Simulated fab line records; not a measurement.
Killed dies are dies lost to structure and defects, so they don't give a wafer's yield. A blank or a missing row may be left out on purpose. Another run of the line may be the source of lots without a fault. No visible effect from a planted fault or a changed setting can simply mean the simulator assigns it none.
Which tool was responsible? / flow sfq line / 13 lots with 39 wafers sampled at 4 steps, on a route of 325 steps

## WHAT EACH GAUGE READ, for each wafer
SFQ_I0_OVL_MEAS_908. Usual: for I0_OVL the level is 1 nm and the standard deviation is 5.2.
lot=L158; measured=day 13 11:25; on=overlay-02; I0_OVL (nm)=-2 10 0; flag=
lot=L159; measured=day 13 13:57; on=overlay-01; I0_OVL (nm)=7 3 6; flag=
lot=L160; measured=day 14 02:17; on=overlay-02; I0_OVL (nm)=3 4 3; flag=
lot=L162; measured=day 14 14:18; on=overlay-02; I0_OVL (nm)=-3 -7 -3; flag=
lot=L163; measured=day 14 22:42; on=overlay-02; I0_OVL (nm)=-1 -5 2; flag=
lot=L164; measured=day 15 03:29; on=overlay-01; I0_OVL (nm)=-1 0 -7; flag=
lot=L169; measured=day 16 10:43; on=overlay-01; I0_OVL (nm)=-3 2 2; flag=
lot=L173; measured=day 17 11:17; on=overlay-02; I0_OVL (nm)=4 3 4; flag=
lot=L176; measured=day 18 08:25; on=overlay-02; I0_OVL (nm)=1 2 2; flag=
lot=L177; measured=day 19 02:51; on=overlay-01; I0_OVL (nm)=10 6 6; flag=
lot=L179; measured=day 20 00:15; on=overlay-01; I0_OVL (nm)=-7 -13 -11; flag=
lot=L180; measured=day 20 02:40; on=overlay-01; I0_OVL (nm)=7 -5 -1; flag=
lot=L181; measured=day 20 05:52; on=overlay-01; I0_OVL (nm)=3 -3 1; flag=

## TOOL THAT RAN EACH LOT (tool first, then ch and the chambers of the sampled wafers, then the start)
lot=L158; SFQ_TRILAYER_L0_STRIP_STRIP_009=rie metal-02 ch 0,1, day 4 13:23; SFQ_TRILAYER_L0_CAP_PECVD_011=pecvd-02 ch 0,1,2, day 4 14:10; SFQ_TRILAYER_L0_VIA_ETCH_VIA_ETCH_016=rie diel-03 ch 1,2,3, day 8 02:45
lot=L159; SFQ_TRILAYER_L0_STRIP_STRIP_009=rie metal-01 ch 0,1, day 4 23:11; SFQ_TRILAYER_L0_CAP_PECVD_011=pecvd-02 ch 0,1,2, day 4 23:46; SFQ_TRILAYER_L0_VIA_ETCH_VIA_ETCH_016=rie diel-03 ch 1,2,3, day 8 17:09
lot=L160; SFQ_TRILAYER_L0_STRIP_STRIP_009=rie metal-01 ch 0,1, day 5 02:35; SFQ_TRILAYER_L0_CAP_PECVD_011=pecvd-03 ch 0,1,2, day 5 03:22; SFQ_TRILAYER_L0_VIA_ETCH_VIA_ETCH_016=rie diel-02 ch 0,2,3, day 8 23:09
lot=L162; SFQ_TRILAYER_L0_STRIP_STRIP_009=rie metal-02 ch 0,1, day 5 09:47; SFQ_TRILAYER_L0_CAP_PECVD_011=pecvd-03 ch 0,1,2, day 5 10:34; SFQ_TRILAYER_L0_VIA_ETCH_VIA_ETCH_016=rie diel-03 ch 2,3, day 9 10:43
lot=L163; SFQ_TRILAYER_L0_STRIP_STRIP_009=rie metal-02 ch 0,1, day 5 14:35; SFQ_TRILAYER_L0_CAP_PECVD_011=pecvd-04 ch 1,2, day 5 15:22; SFQ_TRILAYER_L0_VIA_ETCH_VIA_ETCH_016=rie diel-02 ch 0,1,2, day 9 16:43
lot=L164; SFQ_TRILAYER_L0_STRIP_STRIP_009=rie metal-02 ch 0,1, day 5 18:11; SFQ_TRILAYER_L0_CAP_PECVD_011=pecvd-03 ch 0,1, day 5 18:58; SFQ_TRILAYER_L0_VIA_ETCH_VIA_ETCH_016=rie diel-04 ch 0,2, day 9 20:19
lot=L169; SFQ_TRILAYER_L0_STRIP_STRIP_009=rie metal-03 ch 0,1, day 7 00:37; SFQ_TRILAYER_L0_CAP_PECVD_011=pecvd-03 ch 0,1,2, day 7 01:12; SFQ_TRILAYER_L0_VIA_ETCH_VIA_ETCH_016=rie diel-02 ch 0,3, day 11 02:58
lot=L173; SFQ_TRILAYER_L0_STRIP_STRIP_009=rie metal-03 ch 0,1, day 8 05:11; SFQ_TRILAYER_L0_CAP_PECVD_011=pecvd-02 ch 0,1,2, day 8 05:57; SFQ_TRILAYER_L0_VIA_ETCH_VIA_ETCH_016=rie diel-02 ch 0,2, day 12 08:58
lot=L176; SFQ_TRILAYER_L0_STRIP_STRIP_009=rie metal-03 ch 0,1, day 9 03:13; SFQ_TRILAYER_L0_CAP_PECVD_011=pecvd-02 ch 0,1,2, day 9 03:59; SFQ_TRILAYER_L0_VIA_ETCH_VIA_ETCH_016=rie diel-03 ch 0,2,3, day 13 15:13
lot=L177; SFQ_TRILAYER_L0_STRIP_STRIP_009=rie metal-01 ch 0,1, day 9 11:57; SFQ_TRILAYER_L0_CAP_PECVD_011=pecvd-02 ch 0,1,2, day 9 12:44; SFQ_TRILAYER_L0_VIA_ETCH_VIA_ETCH_016=rie diel-04 ch 1,2,3, day 14 03:34
lot=L179; SFQ_TRILAYER_L0_STRIP_STRIP_009=rie metal-03 ch 0,1, day 9 23:57; SFQ_TRILAYER_L0_CAP_PECVD_011=pecvd-03 ch 0,1,2, day 10 00:44; SFQ_TRILAYER_L0_VIA_ETCH_VIA_ETCH_016=rie diel-04 ch 0,2, day 14 15:34
lot=L180; SFQ_TRILAYER_L0_STRIP_STRIP_009=rie metal-01 ch 0,1, day 10 03:35; SFQ_TRILAYER_L0_CAP_PECVD_011=pecvd-02 ch 0,1, day 10 04:44; SFQ_TRILAYER_L0_VIA_ETCH_VIA_ETCH_016=rie diel-03 ch 0,2,3, day 14 17:58
lot=L181; SFQ_TRILAYER_L0_STRIP_STRIP_009=rie metal-02 ch 1, day 10 08:21; SFQ_TRILAYER_L0_CAP_PECVD_011=pecvd-02 ch 0,1, day 10 09:08; SFQ_TRILAYER_L0_VIA_ETCH_VIA_ETCH_016=rie diel-02 ch 0,3, day 14 21:34
- SFQ_TRILAYER_L0_STRIP_STRIP_009: strips in O2.
- SFQ_TRILAYER_L0_CAP_PECVD_011: deposits SiO2 from SiH4/N2O, time 13.333 s, target thk 60 nm.
- SFQ_TRILAYER_L0_VIA_ETCH_VIA_ETCH_016: etches SiO2 in CHF3, stops on MoNx KI, target depth 80 nm.

## AS READ BY THE TOOLS THEMSELVES (means over the sampled wafers that have a number; for cases with no such wafer, the mark the record gives instead)
SFQ_TRILAYER_L0_STRIP_STRIP_009. Usual: drypump motor current A 5.5 A, standard deviation 0.57; oes product au 0.998 a.u., standard deviation 0.0092.
lot=L158; tool=rie metal-02; drypump motor current A (A)=5.3; oes product au (a.u.)=0.996; flag=
lot=L159; tool=rie metal-01; drypump motor current A (A)=5.6; oes product au (a.u.)=0.995; flag=
lot=L160; tool=rie metal-01; drypump motor current A (A)=5.6; oes product au (a.u.)=1.004; flag=
lot=L162; tool=rie metal-02; drypump motor current A (A)=5.2; oes product au (a.u.)=1.002; flag=
lot=L163; tool=rie metal-02; drypump motor current A (A)=5.5; oes product au (a.u.)=0.992; flag=
lot=L164; tool=rie metal-02; drypump motor current A (A)=5.2; oes product au (a.u.)=0.996; flag=
lot=L169; tool=rie metal-03; drypump motor current A (A)=5.2; oes product au (a.u.)=1.002; flag=
lot=L173; tool=rie metal-03; drypump motor current A (A)=5.2; oes product au (a.u.)=1.004; flag=
lot=L176; tool=rie metal-03; drypump motor current A (A)=5.2; oes product au (a.u.)=0.996; flag=
lot=L177; tool=rie metal-01; drypump motor current A (A)=6.1; oes product au (a.u.)=0.998; flag=
lot=L179; tool=rie metal-03; drypump motor current A (A)=5.2; oes product au (a.u.)=0.997; flag=
lot=L180; tool=rie metal-01; drypump motor current A (A)=5.6; oes product au (a.u.)=1.015; flag=
lot=L181; tool=rie metal-02; drypump motor current A (A)=5.7; oes product au (a.u.)=0.992; flag=

SFQ_TRILAYER_L0_CAP_PECVD_011. Usual: heater power w 89 W, standard deviation 9.3; throttle valve pct 24.7 %, standard deviation 1.2.
lot=L158; tool=pecvd-02; heater power w (W)=92; throttle valve pct (%)=24.3; flag=
lot=L159; tool=pecvd-02; heater power w (W)=91; throttle valve pct (%)=24.5; flag=
lot=L160; tool=pecvd-03; heater power w (W)=89; throttle valve pct (%)=25.9; flag=
lot=L162; tool=pecvd-03; heater power w (W)=85; throttle valve pct (%)=25.8; flag=
lot=L163; tool=pecvd-04; heater power w (W)=79; throttle valve pct (%)=23.2; flag=
lot=L164; tool=pecvd-03; heater power w (W)=101; throttle valve pct (%)=26.1; flag=
lot=L169; tool=pecvd-03; heater power w (W)=88; throttle valve pct (%)=25.8; flag=
lot=L173; tool=pecvd-02; heater power w (W)=86; throttle valve pct (%)=24.4; flag=
lot=L176; tool=pecvd-02; heater power w (W)=90; throttle valve pct (%)=24.4; flag=
lot=L177; tool=pecvd-02; heater power w (W)=95; throttle valve pct (%)=24.3; flag=
lot=L179; tool=pecvd-03; heater power w (W)=96; throttle valve pct (%)=23.1; flag=
lot=L180; tool=pecvd-02; heater power w (W)=90; throttle valve pct (%)=25.0; flag=
lot=L181; tool=pecvd-02; heater power w (W)=92; throttle valve pct (%)=24.6; flag=

SFQ_TRILAYER_L0_VIA_ETCH_VIA_ETCH_016. Usual: drypump motor current A 5.7 A, standard deviation 0.36; oes product au 0.842 a.u., standard deviation 0.0078.
lot=L158; tool=rie diel-03; drypump motor current A (A)=5.7; oes product au (a.u.)=0.840; flag=
lot=L159; tool=rie diel-03; drypump motor current A (A)=5.7; oes product au (a.u.)=0.846; flag=
lot=L160; tool=rie diel-02; drypump motor current A (A)=5.7; oes product au (a.u.)=0.839; flag=
lot=L162; tool=rie diel-03; drypump motor current A (A)=5.6; oes product au (a.u.)=0.844; flag=
lot=L163; tool=rie diel-02; drypump motor current A (A)=5.4; oes product au (a.u.)=0.853; flag=
lot=L164; tool=rie diel-04; drypump motor current A (A)=6.1; oes product au (a.u.)=0.847; flag=
lot=L169; tool=rie diel-02; drypump motor current A (A)=5.7; oes product au (a.u.)=0.808; flag=OFF
lot=L173; tool=rie diel-02; drypump motor current A (A)=5.7; oes product au (a.u.)=0.842; flag=
lot=L176; tool=rie diel-03; drypump motor current A (A)=5.6; oes product au (a.u.)=0.844; flag=
lot=L177; tool=rie diel-04; drypump motor current A (A)=6.0; oes product au (a.u.)=0.838; flag=
lot=L179; tool=rie diel-04; drypump motor current A (A)=6.1; oes product au (a.u.)=0.843; flag=
lot=L180; tool=rie diel-03; drypump motor current A (A)=5.6; oes product au (a.u.)=0.842; flag=
lot=L181; tool=rie diel-02; drypump motor current A (A)=5.7; oes product au (a.u.)=0.842; flag=

## THE ANSWER, worked out from the rows above alone
Rule: a lot is off if the mean of its wafers that have a number lies more than 3 standard deviations from the usual mean. A lot without any number at a reading at which 4 lots or more have one is off too. The other lots that the step has rows for count as sound. The gauges are gone through in route order, then the tools' own readings, and for those a lot's mean is taken as printed above. At the first step where some lot is off, the reading lying furthest off is the one used; lots without a number count as furthest.
Off: L169 (SFQ_TRILAYER_L0_VIA_ETCH_VIA_ETCH_016, oes product au).
A tool fits if, at that step or a process step before it, it ran every lot that is off, and no sound lot after the first of them. No candidate that was tried fits.

## WHAT WAS PUT IN BY THE SIMULATOR
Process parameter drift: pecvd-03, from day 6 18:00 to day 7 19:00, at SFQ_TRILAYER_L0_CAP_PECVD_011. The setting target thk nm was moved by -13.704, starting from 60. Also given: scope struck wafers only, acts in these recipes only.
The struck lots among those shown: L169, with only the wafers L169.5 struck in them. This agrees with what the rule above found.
